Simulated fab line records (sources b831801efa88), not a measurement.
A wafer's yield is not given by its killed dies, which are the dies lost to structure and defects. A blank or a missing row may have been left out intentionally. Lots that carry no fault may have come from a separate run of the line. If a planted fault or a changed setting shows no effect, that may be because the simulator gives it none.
Which tool is to blame?	flow gf180mcu	Sampling: 6 lots, 18 wafers, 3 of 602 route steps

WHAT EACH GAUGE READ, for each wafer
GF_LVPWELL_OVL_MEAS_07.
lot	measured	on	LVPWELL_OVL (nm)
L212	day 4 07:53	overlay-02	-1.3 0.0 -0.1
L216	day 5 08:19	overlay-02	- - -
L218	day 5 20:43	overlay-02	- - -
L228	day 8 02:10	overlay-02	-0.3 -2.3 -1.4
L230	day 8 16:34	overlay-01	-0.7 0.3 -1.6
L232	day 8 23:25	overlay-01	-0.8 0.6 -1.6

WHAT TOOL EACH LOT RAN ON (gives the tool, then ch and the chambers of the sampled wafers, and finally the start)
lot	GF_STI_CMP_25	GF_LVPWELL_DEVELOP_06
L212	cmp-02 ch 1,2,3, day 2 13:53	litho-track-01 ch 0, day 4 07:00
L216	cmp-02 ch 0,1, day 3 12:18	litho-track-04 ch 0, day 5 08:00
L218	cmp-01 ch 1,3, day 3 23:13	litho-track-04 ch 0, day 5 20:00
L228	cmp-01 ch 0,1,3, day 5 23:41	litho-track-01 ch 0, day 8 02:00
L230	cmp-02 ch 0,2,3, day 6 12:53	litho-track-04 ch 0, day 8 16:00
L232	cmp-01 ch 0,1,2, day 6 20:44	litho-track-01 ch 0, day 8 23:00
- GF_STI_CMP_25: polishes, stops on Si3N4, t overpolish 33 s, target thk 524.6 nm.
- GF_LVPWELL_DEVELOP_06: develop time 60 s.

THE ANSWER, worked out from the rows above alone
Rule: usual is defined by the lots themselves. Put in order of their means at a reading, lots are off if they are a third of the lots or fewer, leave a main group of 4 or more, and stand apart from it by a gap of 3 or more times the standard deviation of the main group's means; of several such gaps the widest counts. The tables above print the reading to a certain number of digits; a main group whose means all agree to those digits is not used. Also off: a lot with no number at a reading for which 4 or more lots have one. All remaining lots with rows at the step are treated as sound.
Off: at GF_LVPWELL_OVL_MEAS_07 (LVPWELL_OVL), L216, L218. Without a number there: L216, L218. Mean -0.8 nm and standard deviation 0.33 in the main group.
A tool fits if, at a process step before that reading, it ran every lot that is off, and no sound lot after the first of them. Gauges at GF_LVPWELL_OVL_MEAS_07: tried the same way as those tools. Not one of the candidates tried fits.

WHAT THE SIMULATOR PUT IN
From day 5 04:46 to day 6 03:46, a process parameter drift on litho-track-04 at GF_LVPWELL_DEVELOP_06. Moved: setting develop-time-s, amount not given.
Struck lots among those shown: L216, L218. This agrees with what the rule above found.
